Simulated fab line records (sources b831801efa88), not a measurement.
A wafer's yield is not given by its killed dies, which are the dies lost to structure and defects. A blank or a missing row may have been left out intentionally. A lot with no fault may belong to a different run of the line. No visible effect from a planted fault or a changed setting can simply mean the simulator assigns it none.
A struck lot beside a sound one	flow sfq line	42 steps out of a route of 325
Sound: wafers L663.1, L663.5, L663.6. Wafers L678.3, L678.4, L678.6 were the ones struck. At the end, the cause is stated.
Order at every step that has rows: each side's tool, ch and its chambers, its first start. Under that, the readings that differ: sound wafers	struck wafers	difference of the means	sigmas: that difference in standard deviations of wafers without a fault.
alike: readings whose means differ by less than 2 such deviations, and words and numbers that are the same on both sides. not compared: withheld readings, readings that some wafer has no value for, bounds like >300 that may hide the same value, and numbers for which the record gives no deviation and whose values overlap.
A row with sigmas, a row that says differs or no value, or rows on one side alone: a step with any of these is where the two part. Non-overlapping numbers with no deviation appear without sigmas and do not part them. A reading missing from all wafers of one side parts the sides only when that side holds two or more wafers.

SFQ_M1_OVL_MEAS_911:
  sound: overlay-02 at day 11 09:07; struck: overlay-02 at day 16 18:25
reading	sound	struck	difference	sigmas
M1_OVL (nm)	10 7 9	-4 4 -1	-9	-2
then, 2 steps without rows for these wafers: SFQ_TRILAYER_M1_BARC_OPEN_METAL_ETCH_054 (etches BARC in O2, target depth 125 nm, time 41.7 s); SFQ_TRILAYER_M1_ETCH_METAL_ETCH_042 (etches Nb in Cl2/Ar, stops on SiO2, target depth 240 nm, time 120 s).
SFQ_TRILAYER_M1_STRIP_STRIP_043: strips in O2.
  sound on rie metal-02 ch 0,1, day 11 09:20; struck on rie metal-02 ch 0,1, day 16 18:49
  alike: chamber pressure mTorr, drypump motor current A, oes product au
  not compared: rf hours counter h
then, 3 steps without rows for these wafers: SFQ_TRILAYER_M1_STRIP_SOLV_CLEAN_044 (cleans in NMP, time 600 s); SFQ_TRILAYER_I1_DEP_PECVD_045 (deposits SiO2 from SiH4/N2O, time 111.11 s, target thk 500 nm); SFQ_TRILAYER_I1_CMP_CMP_046 (polishes SiO2).
SFQ_I1_BOW_MEAS_912:
  sound: film metro-02 at day 11 15:43; struck: film metro-03 at day 16 22:31
  alike: I1_BOW
then, 4 steps without rows for these wafers: SFQ_TRILAYER_I1_METRO_MEASURE_047; SFQ_TRILAYER_I1_VIA_LITHO_COAT_054 (resist thk 62 nm); SFQ_TRILAYER_I1_VIA_LITHO_COAT_049 (resist thk 650 nm); SFQ_TRILAYER_I1_VIA_LITHO_SOFTBAKE_053.
-- the record jumps here: 4 days lie between the struck wafers' starts before and after --
SFQ_TRILAYER_I1_VIA_LITHO_EXPOSE_050: exposes mask I1, target cd 500 nm.
  sound on krf scanner-02 ch 0, day 15 04:58; struck on krf scanner-02 ch 0, day 21 09:55
  alike: mask
then, 2 steps without rows for these wafers: SFQ_TRILAYER_I1_VIA_LITHO_PEB_052 (peb time 60 s); SFQ_TRILAYER_I1_VIA_LITHO_DEVELOP_051 (time 60 s).
SFQ_I1_OVL_MEAS_913:
  sound: overlay-01 at day 15 06:28; struck: overlay-02 at day 21 11:01
  alike: I1_OVL
SFQ_TRILAYER_I1_VIA_BARC_OPEN_VIA_ETCH_071: etches BARC in O2, target depth 125 nm, time 41.7 s.
  sound on rie diel-02 ch 2,3, day 15 06:29; struck on rie diel-02 ch 0,3, day 21 11:03
reading	sound	struck	difference	sigmas
model.I1.cd nm (nm)	501.1 500.1 500.4	525.1 513.3 521.9	+19.6	
  alike: chamber pressure mTorr, drypump motor current A, oes product au
  not compared: rf hours counter h
SFQ_TRILAYER_I1_VIA_ETCH_VIA_ETCH_052: etches SiO2 in CHF3, stops on Nb, target depth 260 nm.
  sound on rie diel-02 ch 2,3, day 15 06:32; struck on rie diel-02 ch 0,3, day 21 11:05
reading	sound	struck	difference	sigmas
model.I1.cd nm (nm)	501.9 500.4 500.7	524.6 511.3 519.1	+17.3	
  alike: chamber pressure mTorr, drypump motor current A, oes product au
then, 3 steps without rows for these wafers: SFQ_TRILAYER_I1_VIA_STRIP_STRIP_053 (strips in O2); SFQ_TRILAYER_I1_VIA_STRIP_SOLV_CLEAN_054 (cleans in NMP, time 600 s); SFQ_TRILAYER_M2_DEP_PRE_CLEAN_056 (time 22.5 s).
SFQ_TRILAYER_M2_DEP_SPUTTER_055: material Nb, target thk 200 nm, time 133.3 s.
  sound: pvd sputter-03 at day 15 07:27; struck: pvd sputter-05 at day 21 12:00
  alike: base pressure pa, cathode dc power W, throttle valve pct
SFQ_M2_RS_MEAS_914: measurement is done with a four-point probe.
  sound: film metro-04 at day 15 07:32; struck: film metro-02 at day 21 12:08
  alike: M2_NB_RS
then, 6 steps without rows for these wafers: SFQ_TRILAYER_M2_LITHO_COAT_062 (resist thk 62 nm); SFQ_TRILAYER_M2_LITHO_COAT_057 (resist thk 600 nm); SFQ_TRILAYER_M2_LITHO_SOFTBAKE_061; SFQ_TRILAYER_M2_LITHO_EXPOSE_058 (exposes mask M2, target cd 500 nm); SFQ_TRILAYER_M2_LITHO_PEB_060 (peb time 60 s); SFQ_TRILAYER_M2_LITHO_DEVELOP_059 (time 60 s).
-- the record jumps here: 5 days lie between the struck wafers' starts before and after --
SFQ_M2_OVL_MEAS_916:
  sound: overlay-02 at day 19 13:31; struck: overlay-01 at day 26 00:19
  alike: M2_OVL
then, 2 steps without rows for these wafers: SFQ_TRILAYER_M2_BARC_OPEN_METAL_ETCH_077 (etches BARC in O2, target depth 125 nm, time 41.7 s); SFQ_TRILAYER_M2_ETCH_METAL_ETCH_060 (etches Nb in Cl2/Ar, stops on SiO2, target depth 240 nm, time 120 s).
SFQ_TRILAYER_M2_STRIP_STRIP_061: strips in O2.
  sound on rie metal-04 ch 0,1, day 19 13:44; struck on rie metal-04 ch 0,1, day 26 00:44
  alike: chamber pressure mTorr, drypump motor current A, oes product au
  not compared: rf hours counter h
then, 2 steps without rows for these wafers: SFQ_TRILAYER_M2_STRIP_SOLV_CLEAN_062 (cleans in NMP, time 600 s); SFQ_TRILAYER_I2_DEP_PECVD_063 (deposits SiO2 from SiH4/N2O, time 111.11 s, target thk 500 nm).
SFQ_TRILAYER_I2_CMP_CMP_064: polishes SiO2.
  sound on cmp-02 ch 1,2,3, day 19 23:31; struck on cmp-02 ch 1,2,3, day 26 08:31
  alike: motor current A, time to endpoint s
SFQ_I2_BOW_MEAS_917:
  sound: film metro-04 at day 20 01:01; struck: film metro-01 at day 26 11:33
  alike: I2_BOW
SFQ_TRILAYER_I2_METRO_MEASURE_065:
  sound: film metro-04 at day 20 01:08; struck: film metro-01 at day 26 12:02
  alike: thk nm
then, 3 steps without rows for these wafers: SFQ_TRILAYER_I2_VIA_LITHO_COAT_072 (resist thk 62 nm); SFQ_TRILAYER_I2_VIA_LITHO_COAT_067 (resist thk 650 nm); SFQ_TRILAYER_I2_VIA_LITHO_SOFTBAKE_071.
-- the record jumps here: 67 days lie between the struck wafers' starts before and after --
SFQ_M8_BOW_MEAS_951:
  sound: film metro-04 at day 83 01:30; struck: film metro-01 at day 93 17:31
  alike: M8_BOW
  not compared: model.etest.i1.link ohm

WHERE THEY PART
SFQ_M1_OVL_MEAS_911 only, going by this record. Later steps at which nothing parts them and some readings are alike: SFQ_TRILAYER_M1_STRIP_STRIP_043, SFQ_I1_BOW_MEAS_912, SFQ_TRILAYER_I1_VIA_LITHO_EXPOSE_050, SFQ_I1_OVL_MEAS_913, SFQ_TRILAYER_I1_VIA_BARC_OPEN_VIA_ETCH_071, SFQ_TRILAYER_I1_VIA_ETCH_VIA_ETCH_052, SFQ_TRILAYER_M2_DEP_SPUTTER_055, SFQ_M2_RS_MEAS_914, SFQ_M2_OVL_MEAS_916, SFQ_TRILAYER_M2_STRIP_STRIP_061, SFQ_TRILAYER_I2_CMP_CMP_064, SFQ_I2_BOW_MEAS_917, SFQ_TRILAYER_I2_METRO_MEASURE_065, SFQ_M8_BOW_MEAS_951.

WHY: what the simulator had put in
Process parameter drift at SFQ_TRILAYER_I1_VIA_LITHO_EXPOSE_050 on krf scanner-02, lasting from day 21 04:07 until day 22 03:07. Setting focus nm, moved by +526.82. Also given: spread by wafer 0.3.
